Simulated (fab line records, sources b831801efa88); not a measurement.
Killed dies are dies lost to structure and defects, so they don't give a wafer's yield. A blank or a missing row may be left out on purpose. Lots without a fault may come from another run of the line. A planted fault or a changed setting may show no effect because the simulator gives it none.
fab line records | flow sky130
record lots=7 wafers=21 last_day=50
route steps=708 shown SD_P@327 RES_XHIGH@332 SD_N@342
lots that met no fault: from a run of the same line without faults
start_h: hours from the record's first day to the start of the lot's first wafer shown | wait_h: hours since the lot's step before | " the same as in the row above | L1.1+2: a row that stands for several wafers | - no value, or no start given | * or withheld: withheld | < > ~ a bound
route shown NAME@n: a module of which the file shows steps, and the number in the route of the first | usual: mean/standard deviation of fault-free wafers | same: alike in all rows | chamber/n: place in a boat | sites: the reading at each site | _std_site: their standard deviation | _edge_site: outer sites' mean less inner sites' | radius_mm: how far each site lies from the wafer's centre | mask NAME#n: copy n | behind: the tool/chamber that last shaped the wafer | hold: why the lot was held/for how many hours/how that ended | device: the transistor (n, p or np) that didn't switch | end of line: the same wafers' tests at the end of the route | a step without rows: its recipe alone | killed: dies lost to structure and defects at the first sort, not the wafer's yield | map: a wafer's dies, x killed, . not, _ none there
set.NAME: the setting as run; set.NAME@STEP: as run at that earlier step | model.NAME: the simulator's own value behind a step, which no gauge read
lots at some steps of the route; a table a step, a row a wafer
services: from which hour (start_h, from the record's first day; less than 0 if before it) a tool's chamber was out of use, for how many hours, and why
## steps
# step SKY_SD_P_CD_MEAS_07
# recipe target_cd_nm=380
# usual cd_nm=381/3.3
# columns lot.wafer tool chamber start_h wait_h cd_nm
L689.1 cd_sem-01 - 604.35 0.1 380
L689.4 " - " " 383
L689.6 " - " " 380
L690.2 cd_sem-01 - 612.90 0.1 379
L690.3 " - " " 382
L690.6 " - " " 382
L696.3 cd_sem-02 - 683.17 0.1 386
L696.4 " - " " 384
L696.6 " - " " 385
L697.1 cd_sem-02 - 685.98 0.1 378
L697.3 " - " " 378
L697.5 " - " " 378
L698.4 cd_sem-02 - 704.91 0.1 377
L698.5 " - " " 379
L698.6 " - " " 379
L709.1 cd_sem-01 - 772.02 0.1 380
L709.2 " - " " 380
L709.6 " - " " 378
L708.1 cd_sem-02 - 772.32 0.1 380
L708.2 " - " " 381
L708.6 " - " " 381
# step SKY_SD_P_OVL_MEAS_08
# usual SD_P_OVL=-1.0/1.6
# columns lot.wafer tool chamber start_h wait_h SD_P_OVL[nm]
L689.1 overlay-02 - 604.47 0.1 1.4
L689.4 " - " " -0.2
L689.6 " - " " 1.0
L690.2 overlay-01 - 613.01 0.1 -3.5
L690.3 " - " " -2.8
L690.6 " - " " -0.6
L696.3 overlay-01 - 683.26 0.1 -2.3
L696.4 " - " " -1.0
L696.6 " - " " 0.1
L697.1 overlay-01 - 686.10 0.1 3.6
L697.3 " - " " 0.9
L697.5 " - " " 2.0
L698.4 overlay-01 - 704.99 0.1 0.1
L698.5 " - " " -1.8
L698.6 " - " " -1.1
L709.1 overlay-01 - 772.14 0.1 -3.0
L709.2 " - " " -1.0
L709.6 " - " " -1.6
L708.1 overlay-02 - 772.44 0.1 -0.7
L708.2 " - " " -0.8
L708.6 " - " " -2.3
# step SKY_SD_P_IMPLANT_09
# recipe species=BF2 energy_kev=20 dose_cm2=3e+15 tilt_deg=0
# step SKY_SD_P_STRIP_10
# recipe chemistry=O2/N2 power_w=1400 pressure_mtorr=1500 platen_temp_c=withheld o2_flow_sccm=3000 n2_flow_sccm=300 overash_fraction=0.5
# usual chamber_pressure_mTorr=1500.0/1.5 drypump_motor_current_A=5.7/0.34 oes_product_au=0.617/0.0049 strip_time_to_endpoint_s=17.49/0.035
# columns lot.wafer tool chamber start_h wait_h chamber_pressure_mTorr drypump_motor_current_A oes_product_au rf_hours_counter_h strip_time_to_endpoint_s
L689.1 plasma_asher-04 1 604.65 0.1 1500.5 5.8 0.623 80 17.44
L689.4 " 0 " " 1500.9 6.2 0.612 - 17.40
L689.6 " 1 " " 1499.7 5.8 0.615 - 17.44
L690.2 plasma_asher-02 1 613.19 0.1 1499.3 5.5 0.622 48 17.46
L690.3 " 1 " " 1501.3 5.5 0.619 - 17.49
L690.6 " 1 " " 1498.3 5.5 0.614 - 17.45
L696.3 plasma_asher-03 0 683.47 0.1 1499.5 5.1 0.618 - 17.49
L696.4 " 1 " " 1501.9 5.7 0.612 - 17.46
L696.6 " 1 " " 1499.5 5.7 0.612 - 17.45
L697.1 plasma_asher-04 1 686.29 0.1 1499.7 5.8 0.619 90 17.49
L697.3 " 0 " " 1500.6 6.2 0.622 - 17.50
L697.5 " 0 " " 1502.3 6.2 0.620 - 17.52
L698.4 plasma_asher-04 0 705.19 0.1 1501.1 6.2 0.618 - 17.43
L698.5 " 0 " " 1500.3 6.2 0.624 - 17.46
L698.6 " 1 " " 1498.3 5.8 0.620 - 17.43
L709.1 plasma_asher-02 1 772.33 0.1 1500.7 5.5 0.622 57 17.50
L709.2 " 0 " " 1499.9 5.6 0.611 57 17.49
L709.6 " 0 " " 1502.5 5.6 0.625 - 17.45
L708.1 plasma_asher-03 0 772.63 0.1 1497.2 5.1 0.610 3 17.49
L708.2 " 1 " " 1498.8 5.7 0.612 3 17.47
L708.6 " 1 " " 1499.6 5.7 0.610 - 17.47
# step SKY_SD_P_TW_MEAS_11
# usual SD_P_TW=2819/17
# columns lot.wafer tool chamber start_h wait_h SD_P_TW
L689.1 film_metro-02 - 604.75 0.1 2813
L689.4 " - " " 2801
L689.6 " - " " 2802
L690.2 film_metro-04 - 613.30 0.1 2810
L690.3 " - " " 2823
L690.6 " - " " 2817
L696.3 film_metro-02 - 683.56 0.1 2808
L696.4 " - " " 2813
L696.6 " - " " 2805
L697.1 film_metro-04 - 686.39 0.1 2807
L697.3 " - " " 2807
L697.5 " - " " 2807
L698.4 film_metro-04 - 705.29 0.1 2803
L698.5 " - " " 2804
L698.6 " - " " 2810
L709.1 film_metro-02 - 772.50 0.1 2821
L709.2 " - " " 2821
L709.6 " - " " 2823
L708.1 film_metro-04 - 772.73 0.1 2811
L708.2 " - " " 2820
L708.6 " - " " 2813
# step SKY_RES_XHIGH_DEHYDRATE_00
# recipe temp_c=198.5 time_s=60
# step SKY_RES_XHIGH_HMDS_01
# recipe prime_time_s=60 prime_temp_c=120
# step SKY_RES_XHIGH_COAT_02
# recipe resist=NOVOLAK spin_rpm=3000 resist_thk_nm=1140
# step SKY_RES_XHIGH_SOFTBAKE_03
# recipe temp_c=90 time_s=60 resist=NOVOLAK
# step SKY_RES_XHIGH_EXPOSE_04
# recipe mask_id=URPM na=0.6 source_shape=conventional sigma_outer=0.6 polarization=unpolarized target_cd_nm=1270 dose_mj=140
# step SKY_RES_XHIGH_PEB_05
# recipe temp_c=withheld time_s=* resist=NOVOLAK
# step SKY_RES_XHIGH_DEVELOP_06
# recipe resist=NOVOLAK developer=TMAH develop_time_s=60 dev_temp_c=23
# step SKY_RES_XHIGH_IMPLANT_07
# recipe species=BF2 energy_kev=20 dose_cm2=3.6e+14 tilt_deg=0
# usual beam_energy_keV=20.000/0.0057 beam_on_s=39/5.7 implant_ion_amu=49/0
# columns lot.wafer tool chamber start_h wait_h beam_energy_keV beam_on_s implant_ion_amu
L689.1 implanter-04 0 633.05 0.1 20.003 31 49
L689.4 " 0 " " 20.000 30 49
L689.6 " 0 " " 19.993 31 49
L690.2 implanter-02 0 641.93 0.1 19.993 34 49
L690.3 " 0 " " 19.985 37 49
L690.6 " 0 " " 19.999 36 49
L696.3 implanter-01 - 710.97 0.1 - - -
L696.4 " - " " - - -
L696.6 " - " " - - -
L697.1 implanter-02 - 713.57 0.1 - - -
L697.3 " - " " - - -
L697.5 " - " " - - -
L698.4 implanter-04 - 733.13 0.1 - - -
L698.5 " - " " - - -
L698.6 " - " " - - -
L709.1 implanter-02 0 799.07 0.1 20.005 35 49
L709.2 " 0 " " 20.003 35 49
L709.6 " 0 " " 20.002 35 49
L708.1 implanter-01 0 799.72 0.1 19.992 43 49
L708.2 " 0 " " 19.988 43 49
L708.6 " 0 " " 19.987 45 49
# step SKY_RES_XHIGH_STRIP_08
# recipe chemistry=O2/N2 power_w=1400 pressure_mtorr=1500 platen_temp_c=withheld o2_flow_sccm=3000 n2_flow_sccm=300 overash_fraction=0.5
# usual chamber_pressure_mTorr=1499.9/1.3 drypump_motor_current_A=5.68/0.3 oes_product_au=0.711/0.0048 strip_time_to_endpoint_s=14.26/0.052
# columns lot.wafer tool chamber start_h wait_h chamber_pressure_mTorr drypump_motor_current_A oes_product_au rf_hours_counter_h strip_time_to_endpoint_s
L689.1 plasma_asher-01 1 633.20 0.1 1499.5 5.82 0.713 20 14.24
L689.4 " 1 " " 1499.7 5.82 0.712 - 14.26
L689.6 " 1 " " 1501.3 5.80 0.710 - 14.24
L690.2 plasma_asher-03 1 642.06 0.1 1499.9 5.69 0.715 92 14.31
L690.3 " 0 " " 1500.6 5.14 0.719 - 14.31
L690.6 " 0 " " 1501.0 5.15 0.715 - 14.26
L696.3 plasma_asher-01 0 711.10 0.1 1497.8 5.63 0.720 - 14.15
L696.4 " 1 " " 1499.0 5.86 0.712 - 14.10
L696.6 " 0 " " 1499.9 5.60 0.715 - 14.09
L697.1 plasma_asher-03 1 713.72 0.1 1499.7 5.72 0.725 102 14.16
L697.3 " 1 " " 1499.8 5.72 0.718 - 14.20
L697.5 " 0 " " 1501.0 5.13 0.724 - 14.25
L698.4 plasma_asher-01 1 733.24 0.1 1501.0 5.83 0.716 - 14.22
L698.5 " 0 " " 1499.5 5.62 0.724 - 14.24
L698.6 " 1 " " 1500.9 5.84 0.714 - 14.20
L709.1 plasma_asher-03 0 799.22 0.1 1499.1 5.16 0.707 6 14.16
L709.2 " 1 " " 1497.1 5.70 0.707 6 14.17
L709.6 " 1 " " 1500.1 5.70 0.706 - 14.17
L708.1 plasma_asher-04 0 799.87 0.1 1501.4 6.23 0.711 102 14.34
L708.2 " 1 " " 1499.8 5.78 0.716 102 14.32
L708.6 " 1 " " 1500.5 5.80 0.717 - 14.34
# step SKY_RES_XHIGH_TW_MEAS_09
# usual RES_XHIGH_TW=1637/9.9
# columns lot.wafer tool chamber start_h wait_h RES_XHIGH_TW
L689.1 film_metro-02 - 633.30 0.1 1644
L689.4 " - " " 1644
L689.6 " - " " 1648
L690.2 film_metro-02 - 642.17 0.1 1640
L690.3 " - " " 1649
L690.6 " - " " 1641
L696.3 film_metro-03 - 711.19 0.1 30
L696.4 " - " " 30
L696.6 " - " " 30
L697.1 film_metro-03 - 713.82 0.1 30
L697.3 " - " " 30
L697.5 " - " " 30
L698.4 film_metro-04 - 733.34 0.1 30
L698.5 " - " " 30
L698.6 " - " " 30
L709.1 film_metro-04 - 799.32 0.1 1619
L709.2 " - " " 1621
L709.6 " - " " 1622
L708.1 film_metro-03 - 799.97 0.1 1641
L708.2 " - " " 1641
L708.6 " - " " 1643
# step SKY_SD_N_DEHYDRATE_00
# recipe temp_c=200 time_s=60
# step SKY_SD_N_HMDS_01
# recipe prime_time_s=60 prime_temp_c=120
# step SKY_SD_N_COAT_02
# recipe resist=NOVOLAK spin_rpm=3000 resist_thk_nm=1153
# step SKY_SD_N_SOFTBAKE_03
# recipe temp_c=90 time_s=60 resist=NOVOLAK
# step SKY_SD_N_EXPOSE_04
# recipe mask_id=NSDM na=0.6 source_shape=conventional sigma_outer=0.6 polarization=unpolarized target_cd_nm=380 dose_mj=141
# step SKY_SD_N_PEB_05
# recipe temp_c=withheld time_s=* resist=NOVOLAK
# step SKY_SD_N_DEVELOP_06
# recipe resist=NOVOLAK developer=TMAH develop_time_s=60 dev_temp_c=23
# step SKY_SD_N_CD_MEAS_07
# recipe target_cd_nm=380
# usual cd_nm=380.7/2.7
# columns lot.wafer tool chamber start_h wait_h cd_nm
L689.1 cd_sem-01 - 661.16 0.1 381.4
L689.4 " - " " 382.7
L689.6 " - " " 381.0
L690.2 cd_sem-02 - 670.85 0.1 383.0
L690.3 " - " " 381.6
L690.6 " - " " 384.3
L696.3 cd_sem-01 - 738.51 0.2 377.3
L696.4 " - " " 377.9
L696.6 " - " " 379.0
L697.1 cd_sem-02 - 741.37 0.1 384.6
L697.3 " - " " 383.5
L697.5 " - " " 384.9
L698.4 cd_sem-01 - 760.64 0.1 382.2
L698.5 " - " " 381.3
L698.6 " - " " 379.9
L709.1 cd_sem-01 - 824.83 0.1 383.6
L709.2 " - " " 382.6
L709.6 " - " " 386.4
L708.1 cd_sem-02 - 825.82 0.1 382.2
L708.2 " - " " 378.6
L708.6 " - " " 381.1
# step SKY_SD_N_OVL_MEAS_08
# usual SD_N_OVL=-1.5/1.4
# columns lot.wafer tool chamber start_h wait_h SD_N_OVL[nm]
L689.1 overlay-01 - 661.28 0.1 -3.0
L689.4 " - " " -3.3
L689.6 " - " " -1.7
L690.2 overlay-02 - 670.96 0.1 -4.1
L690.3 " - " " -3.4
L690.6 " - " " -0.2
L696.3 overlay-01 - 738.60 0.1 -1.6
L696.4 " - " " -2.7
L696.6 " - " " -1.7
L697.1 overlay-01 - 741.49 0.1 -1.6
L697.3 " - " " -3.6
L697.5 " - " " -0.7
L698.4 overlay-02 - 760.72 0.1 -2.5
L698.5 " - " " -1.5
L698.6 " - " " -0.7
L709.1 overlay-02 - 824.95 0.1 -1.9
L709.2 " - " " -0.6
L709.6 " - " " -1.1
L708.1 overlay-01 - 825.94 0.1 0.0
L708.2 " - " " -0.5
L708.6 " - " " -2.3
# step SKY_SD_N_IMPLANT_09
# recipe species=As energy_kev=50 dose_cm2=4e+15 tilt_deg=0
# step SKY_SD_N_IMPLANT_10
# recipe species=P energy_kev=20 dose_cm2=1e+14 tilt_deg=0
# step SKY_SD_N_STRIP_11
# recipe chemistry=O2/N2 power_w=1400 pressure_mtorr=1500 platen_temp_c=withheld o2_flow_sccm=3000 n2_flow_sccm=300 overash_fraction=0.5
# usual chamber_pressure_mTorr=1500.1/1.3 drypump_motor_current_A=5.58/0.23 oes_product_au=0.528/0.0044 strip_time_to_endpoint_s=22.67/0.035
# columns lot.wafer tool chamber start_h wait_h chamber_pressure_mTorr drypump_motor_current_A oes_product_au rf_hours_counter_h strip_time_to_endpoint_s
L689.1 plasma_asher-03 1 661.62 0.1 1502.2 5.68 0.529 95 22.67
L689.4 " 0 " " 1499.4 5.13 0.525 - 22.66
L689.6 " 1 " " 1499.0 5.69 0.519 - 22.65
L690.2 plasma_asher-03 0 671.29 0.1 1500.6 5.14 0.530 96 22.63
L690.3 " 1 " " 1499.4 5.68 0.527 - 22.63
L690.6 " 1 " " 1500.5 5.69 0.527 - 22.58
L696.3 plasma_asher-02 1 738.96 0.1 1497.4 5.47 0.527 - 22.69
L696.4 " 0 " " 1500.4 5.62 0.529 - 22.69
L696.6 " 0 " " 1499.6 5.64 0.531 - 22.64
L697.1 plasma_asher-01 1 741.83 0.1 1500.3 5.88 0.525 34 22.65
L697.3 " 0 " " 1500.9 5.59 0.529 - 22.64
L697.5 " 1 " " 1501.4 5.84 0.527 - 22.65
L698.4 plasma_asher-01 1 762.13 0.1 1498.2 5.82 0.528 - 22.68
L698.5 " 0 " " 1501.2 5.58 0.530 - 22.64
L698.6 " 1 " " 1502.1 5.81 0.527 - 22.66
L709.1 plasma_asher-03 1 825.29 0.1 1499.3 5.71 0.531 8 22.69
L709.2 " 0 " " 1500.4 5.16 0.524 8 22.72
L709.6 " 0 " " 1500.8 5.16 0.530 - 22.66
L708.1 plasma_asher-01 1 826.28 0.1 1498.9 5.86 0.527 42 22.67
L708.2 " 0 " " 1500.3 5.61 0.535 42 22.66
L708.6 " 1 " " 1499.5 5.85 0.531 - 22.65
# step SKY_SD_N_TW_MEAS_12
# usual SD_N_TW=3968/23
# columns lot.wafer tool chamber start_h wait_h SD_N_TW
L689.1 film_metro-04 - 661.72 0.1 3968
L689.4 " - " " 3979
L689.6 " - " " 3980
L690.2 film_metro-04 - 671.40 0.1 3965
L690.3 " - " " 3962
L690.6 " - " " 3946
L696.3 film_metro-02 - 739.05 0.1 3986
L696.4 " - " " 3952
L696.6 " - " " 3980
L697.1 film_metro-04 - 741.93 0.1 3961
L697.3 " - " " 3958
L697.5 " - " " 3964
L698.4 film_metro-02 - 762.23 0.1 3973
L698.5 " - " " 3978
L698.6 " - " " 3964
L709.1 film_metro-02 - 825.39 0.1 3966
L709.2 " - " " 3973
L709.6 " - " " 3968
L708.1 film_metro-04 - 826.38 0.1 3956
L708.2 " - " " 3970
L708.6 " - " " 3948
# step SKY_SD_N_CLEAN_13
# recipe chemistry=SC1/SC2 mix=1:4:20 temp_c=70 time_s=150 dry=n2_spin
# step SKY_SD_N_RTA_14
# recipe temp_c=1075 time_s=2 idle_temp_c=650 ramp_up_c_per_s=150 ramp_down_c_per_s=90 ambient=N2
# usual lamp_power_pct=15.74/0.053 wafer_temp_C_max=1077.9/1.3
# columns lot.wafer tool chamber start_h wait_h lamp_power_pct wafer_temp_C_max
L689.1 rtp_anneal-02 0 661.83 0.0 15.75 1077.1
L689.4 " 0 " " 15.66 1076.4
L689.6 " 0 " " 15.71 1078.5
L690.2 rtp_anneal-01 0 671.52 0.0 15.73 1078.3
L690.3 " 0 " " 15.70 1076.8
L690.6 " 0 " " 15.74 1080.7
L696.3 rtp_anneal-01 0 739.15 0.0 15.77 1079.8
L696.4 " 0 " " 15.74 1076.7
L696.6 " 0 " " 15.70 1078.8
L697.1 rtp_anneal-02 0 742.04 0.0 15.68 1076.8
L697.3 " 0 " " 15.73 1078.9
L697.5 " 0 " " 15.74 1075.7
L698.4 rtp_anneal-02 0 762.33 0.0 15.71 1076.8
L698.5 " 0 " " 15.60 1077.2
L698.6 " 0 " " 15.74 1079.5
L709.1 rtp_anneal-01 0 825.50 0.0 15.80 1075.8
L709.2 " 0 " " 15.73 1076.1
L709.6 " 0 " " 15.73 1078.5
L708.1 rtp_anneal-02 0 826.49 0.0 15.84 1081.2
L708.2 " 0 " " 15.71 1080.1
L708.6 " 0 " " 15.69 1076.3
# step SKY_SD_N_RS_MEAS_16
# recipe thk_meas_gauge=four-point-probe
# usual SD_N_RS=68.61/0.11
# columns lot.wafer tool chamber start_h wait_h SD_N_RS[ohm/sq]
L689.1 film_metro-03 - 662.00 0.1 68.51
L689.4 " - " " 68.54
L689.6 " - " " 68.51
L690.2 film_metro-03 - 671.70 0.1 68.55
L690.3 " - " " 68.84
L690.6 " - " " 68.53
L696.3 film_metro-04 - 739.35 0.1 68.85
L696.4 " - " " 68.83
L696.6 " - " " 68.78
L697.1 film_metro-03 - 742.21 0.1 68.60
L697.3 " - " " 68.67
L697.5 " - " " 68.56
L698.4 film_metro-02 - 762.54 0.1 68.52
L698.5 " - " " 68.61
L698.6 " - " " 68.49
L709.1 film_metro-04 - 825.67 0.1 68.72
L709.2 " - " " 68.68
L709.6 " - " " 68.76
L708.1 film_metro-04 - 826.73 0.1 68.75
L708.2 " - " " 68.72
L708.6 " - " " 68.73
# step SKY_SD_N_RS_MEAS_17
# recipe thk_meas_gauge=four-point-probe
# usual SD_P_RS=147.2/0.31
# columns lot.wafer tool chamber start_h wait_h SD_P_RS[ohm/sq]
L689.1 film_metro-03 - 662.12 0.1 146.7
L689.4 " - " " 147.3
L689.6 " - " " 146.9
L690.2 film_metro-03 - 671.82 0.1 147.3
L690.3 " - " " 147.6
L690.6 " - " " 147.6
L696.3 film_metro-04 - 739.47 0.1 147.7
L696.4 " - " " 147.6
L696.6 " - " " 147.6
L697.1 film_metro-03 - 742.33 0.1 147.3
L697.3 " - " " 147.1
L697.5 " - " " 147.1
L698.4 film_metro-02 - 762.66 0.1 147.3
L698.5 " - " " 147.5
L698.6 " - " " 147.6
L709.1 film_metro-04 - 825.79 0.1 147.7
L709.2 " - " " 147.5
L709.6 " - " " 147.4
L708.1 film_metro-04 - 826.85 0.1 147.7
L708.2 " - " " 147.3
L708.6 " - " " 147.5
# step SKY_SD_N_RS_MEAS_18
# recipe thk_meas_gauge=four-point-probe
# usual RES_XHIGH_RS=333.3/1.2
# columns lot.wafer tool chamber start_h wait_h RES_XHIGH_RS[ohm/sq]
L689.1 film_metro-03 - 662.24 0.1 334.1
L689.4 " - " " 332.9
L689.6 " - " " 333.4
L690.2 film_metro-03 - 671.94 0.1 333.7
L690.3 " - " " 333.3
L690.6 " - " " 333.8
L696.3 film_metro-04 - 739.59 0.1 133.1
L696.4 " - " " 133.2
L696.6 " - " " 133.2
L697.1 film_metro-03 - 742.45 0.1 133.0
L697.3 " - " " 133.0
L697.5 " - " " 132.9
L698.4 film_metro-02 - 762.78 0.1 132.9
L698.5 " - " " 133.3
L698.6 " - " " 133.1
L709.1 film_metro-04 - 825.91 0.1 335.1
L709.2 " - " " 335.5
L709.6 " - " " 335.0
L708.1 film_metro-04 - 826.97 0.1 334.4
L708.2 " - " " 333.4
L708.6 " - " " 334.4
## services
# columns tool chamber start_h hours kind
plasma_asher-01 - 594.49 1.9 repair
implanter-01 - 595.92 1.8 repair
plasma_asher-03 - 605.77 6.0 repair
rtp_anneal-02 - 622.84 3.8 pm
plasma_asher-02 - 631.54 77.4 repair
implanter-04 - 636.27 1.5 repair
implanter-01 - 650.77 5.3 pm
implanter-04 - 660.18 5.5 pm
implanter-02 - 676.33 1.1 repair
implanter-01 - 701.02 5.7 repair
plasma_asher-04 - 705.34 0.9 repair
plasma_asher-04 - 712.39 1.1 repair
plasma_asher-03 - 733.75 9.0 pm
plasma_asher-03 0 733.75 9.0 vent_cycle
plasma_asher-03 1 733.75 9.0 vent_cycle
plasma_asher-02 - 739.98 1.3 repair
plasma_asher-03 0 742.75 - clean
plasma_asher-03 1 742.75 - clean
implanter-01 - 774.71 2.6 repair
implanter-02 - 803.26 1.8 repair
implanter-01 - 812.16 16.2 repair
## key
first_sign step=SKY_RES_XHIGH_IMPLANT_07 reading=tool_record direction=missing
effect step=SKY_RES_XHIGH_TW_MEAS_09 reading=RES_XHIGH_TW direction=down sigmas=99+ usual=1637 struck=30
effect step=SKY_SD_N_RS_MEAS_18 reading=RES_XHIGH_RS direction=down sigmas=99+ usual=333.3 struck=133.1
met_at SKY_RES_XHIGH_IMPLANT_07
struck_wafers L696.3,L696.4,L696.6,L697.1,L697.3,L697.5,L698.4,L698.5,L698.6
later_rows_left_out L696.3,L696.4,L696.6,L697.1,L697.3,L697.5,L698.4,L698.5,L698.6
sort_left_out L696.3,L696.4,L696.6,L697.1,L697.3,L697.5,L698.4,L698.5,L698.6
tester_left_out L696,L697,L698
onset_between 641.93 710.97
fault kind=skipped_step_whole tool=implanter-01,implanter-02,implanter-04 chamber=- onset_h=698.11 steps=SKY_RES_XHIGH_IMPLANT_07 scope=struck_lots_only
# tester_left_out: of these lots the tester's yield and bins aren't shown, on N5 and GAA mostly nor the transistor test; their killed dies are dies lost to structure and defects alone, not to doping, threshold or leakage, so they don't give the yield
# sort_left_out: the simulated sort isn't trusted on such a fault, so these wafers' sort isn't shown, and their yield isn't known
# later_rows_left_out: the simulator's readings of these wafers behind a module that went badly wrong aren't trusted and aren't shown, but for the sort
